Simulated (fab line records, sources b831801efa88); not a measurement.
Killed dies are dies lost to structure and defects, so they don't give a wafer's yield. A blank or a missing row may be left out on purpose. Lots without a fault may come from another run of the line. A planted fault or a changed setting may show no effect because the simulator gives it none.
One fault seen from 2 desks | flow sky130 | each desk has only its own numbers; what lay behind them comes last

THE METROLOGY DESK
What the gauges read, lot by lot, whatever tool the lot ran on: means of the sampled wafers that have a number. A lot is out of limits, marked OUT, if its mean lies more than 4 standard deviations from the usual mean; the brackets give that distance.
Columns: A = VIA3_OVL at SKY_VIA3_OVL_MEAS_13, usual 2 nm; B = VIA3_W_RS at SKY_VIA3_RS_MEAS_22, usual 0.289 ohm/sq
lot  | first seen here | A  | B
L392 | day 41 01:35    | -6 | 0.291
L389 | day 41 02:21    | -6 | 0.288
L391 | day 41 03:31    | -1 | 0.290
L393 | day 41 05:02    | 11 | 0.292
L395 | day 41 11:52    | 0  | 0.288
L396 | day 41 19:51    | 4  | 0.290
L399 | day 42 16:05    | 7  | 0.292
L398 | day 42 17:15    | 8  | 0.288
L403 | day 44 08:38    | -3 | 0.290
L407 | day 45 02:08    | 0  | 0.292
L408 | day 45 09:40    | 1  | 0.289
L412 | day 46 12:04    | -1 | 0.285
This desk's finding: nothing out of limits on any of the 12 lots.

THE TOOL OWNER'S DESK: pvd_sputter-04
The tool's own readings at SKY_CAP2M_SPUTTER_02 (material TiN, target thk 200 nm, time 166.7 s): means of the sampled wafers that have a number, for each lot that ran on this tool. A lot is out of limits, marked OUT, if its mean lies more than 4 standard deviations from the usual mean; the brackets give that distance.
Columns: A = cathode_dc_power_W at SKY_CAP2M_SPUTTER_02, usual 6500.0 W; B = chamber_pressure_pa at SKY_CAP2M_SPUTTER_02, usual 0.3999 Pa; C = throttle_valve_pct at SKY_CAP2M_SPUTTER_02, usual 30.2 %
lot  | first seen here | A      | B                | C
L395 | day 41 13:29    | 6500.7 | 0.3996           | 30.8
L398 | day 42 18:58    | 6500.7 | 0.4310 (+38) OUT | 29.5
L403 | day 44 10:18    | 6500.1 | 0.4303 (+38) OUT | 29.3
L412 | day 46 13:42    | 6501.2 | 0.3993           | 30.1
This desk's finding: out of limits on L398, L403; first on L398, day 42 18:58 (chamber_pressure_pa at SKY_CAP2M_SPUTTER_02). In limits: L395, L412.

PUT TOGETHER
The tool owner's desk could have raised an alarm at day 42 18:58, on L398, L403.
The metrology desk saw nothing out of limits.
The metrology desk has L398, L403 on record, within its limits.
Of the lots named, all ran SKY_CAP2M_SPUTTER_02 on pvd_sputter-04.

WHAT THE SIMULATOR HAD PUT IN
Process parameter drift: pvd_sputter-04, from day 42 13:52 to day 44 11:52, at SKY_CAP2M_SPUTTER_02. Setting chamber_pressure_pa, moved by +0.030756, from 0.4. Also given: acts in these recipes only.
Lots struck among those shown: L398, L403.
Hours from the fault's start to each desk's first reading out of limits: the tool owner's desk, 5.
